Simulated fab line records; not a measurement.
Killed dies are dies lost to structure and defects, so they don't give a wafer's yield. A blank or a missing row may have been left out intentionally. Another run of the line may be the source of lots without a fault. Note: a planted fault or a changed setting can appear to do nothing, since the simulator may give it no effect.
Code-filled problem report in 8D (eight disciplines) form || flow sky130 || the parts of the form that need people (team, actions taken, sign-off) are left out

## 1. WHAT WENT WRONG
Mean of killed_at_M4_up at SKY_PAD_OPEN_PROBE_99: 73.7 over 3 wafers from 1 lot, against 3.2 (standard deviation 1.9) on wafers with no fault. Measured from the usual mean, that is +37 standard deviations.
Earliest sighting: wafer L696.1 on prober-01 at day 49 19:28. Wafers with a number at this step in the record: 33, from 11 lots. By rule, "out" or "out of limits" means more than 4 standard deviations away from the usual mean. Any other wafer with a number is counted as sound.

## 2. WHAT IT IS, AND WHAT IT ISN'T
{"question": "which readings at this step", "is": "killed_at_M4_up, defect-limited-yield, killed-dies, sort_bin_3_pad_short, sort_bin_5_function, sort-n-pass, sort-yield-pct", "is not": "killed_at_M0_to_M3, killed-at-contacts, killed-at-other, killed-open, sort_bin_6_memory"}
{"question": "which lots", "is": "L696", "is not": "L682, L683, L684, L685, L686, L687, L698, L699, L700, L701"}
{"question": "which wafers of those lots", "is": "all that have a number", "is not": "-"}
{"question": "read on which tools", "is": "prober-01", "is not": "prober-02"}
{"question": "when", "is": "from day 49 19:28", "is not": "up to then (18 sound wafers); but 12 sound wafers of L698, L699, L700, L701 came after"}

## 3. WHAT RULES OUT EACH SUSPECT
Counting: any tool at a process step up to the reading is kept as a suspect provided that every lot that is out went through it and no sound lot did after the first of them.
- rie-metal-04 at SKY_METAL4_ETCH_16 (etches BARC in N2/H2, stops on SiO2, time 88.2 s, target depth 60 nm): kept. It ran the lot that is out, L696 (day 46 07:53), and no sound lot after that; its last sound lot up to then is L687 (day 43 19:21).
- rie-metal-03 at SKY_METAL4_METAL_ETCH_18 (etches the open film in Cl2/BCl3, stops on SiO2, target depth 845 nm, time 183.1 s): kept. It ran the lot that is out, L696 (day 46 08:01), and no sound lot after that.
- prober-01 at SKY_PAD_OPEN_PROBE_99: ruled out as a lasting fault. The sound lots L699, L701 went through it after L696, its earliest lot that is out (day 49 19:28).
What counting leaves: rie-metal-04 at SKY_METAL4_ETCH_16 and rie-metal-03 at SKY_METAL4_METAL_ETCH_18.

## 4. THE CAUSE (what the simulator had put in)
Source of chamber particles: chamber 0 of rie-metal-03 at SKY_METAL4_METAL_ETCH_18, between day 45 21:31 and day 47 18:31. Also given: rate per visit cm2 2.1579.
Counting leaves 2 suspects; this tool is one of them.

## 5. THE CHAIN OF EFFECTS, in route order
One row per reading whose mean, taken over the struck wafers that have a number, lies over 3 standard deviations from the usual. Only readings for which the record gives a usual standard deviation are gone through. hours: the time from each lot's start at the first step in this table that gives one to its start at this step, as a median over the lots. sigmas: the change in usual standard deviations.
{"hours": 0, "step": "SKY_PAD_OPEN_PROBE_99", "reading": "defect-limited-yield", "usual": "82.7 %", "on struck wafers": 71.2, "change": -11.5, "sigmas": -6.1}
{"hours": 0, "step": "SKY_PAD_OPEN_PROBE_99", "reading": "killed_at_M4_up", "usual": 3.2, "on struck wafers": 73.7, "change": "+70.5", "sigmas": "+37"}
{"hours": 0, "step": "SKY_PAD_OPEN_PROBE_99", "reading": "killed-dies", "usual": 85, "on struck wafers": 142, "change": "+57", "sigmas": "+6.0"}
{"hours": 0, "step": "SKY_PAD_OPEN_PROBE_99", "reading": "sort_bin_3_pad_short", "usual": "0.8 %", "on struck wafers": 5.2, "change": "+4.4", "sigmas": "+11"}
{"hours": 0, "step": "SKY_PAD_OPEN_PROBE_99", "reading": "sort_bin_5_function", "usual": "10.3 %", "on struck wafers": 17.4, "change": "+7.1", "sigmas": "+4.7"}
{"hours": 0, "step": "SKY_PAD_OPEN_PROBE_99", "reading": "sort-n-pass", "usual": 407, "on struck wafers": 350, "change": -57, "sigmas": -6.0}
{"hours": 0, "step": "SKY_PAD_OPEN_PROBE_99", "reading": "sort-yield-pct", "usual": "82.7 %", "on struck wafers": 71.2, "change": -11.5, "sigmas": -6.1}
Process steps it contains:
- SKY_PAD_OPEN_PROBE_99

## 6. HOW IT WOULD HAVE BEEN CAUGHT EARLIER
94 hours passed between the start of the fault at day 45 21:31 and the first reading out of limits in this record, taken at day 49 19:28.
Tool readings at SKY_METAL4_METAL_ETCH_18 with a usual standard deviation given in the record: none out on any struck wafer, hence no alarm at a limit of 4 standard deviations on them.
Lots out: 1; all had begun SKY_METAL4_METAL_ETCH_18 on rie-metal-03 by day 49 19:28. Had the tool been put on hold then, not one of them would have been saved.
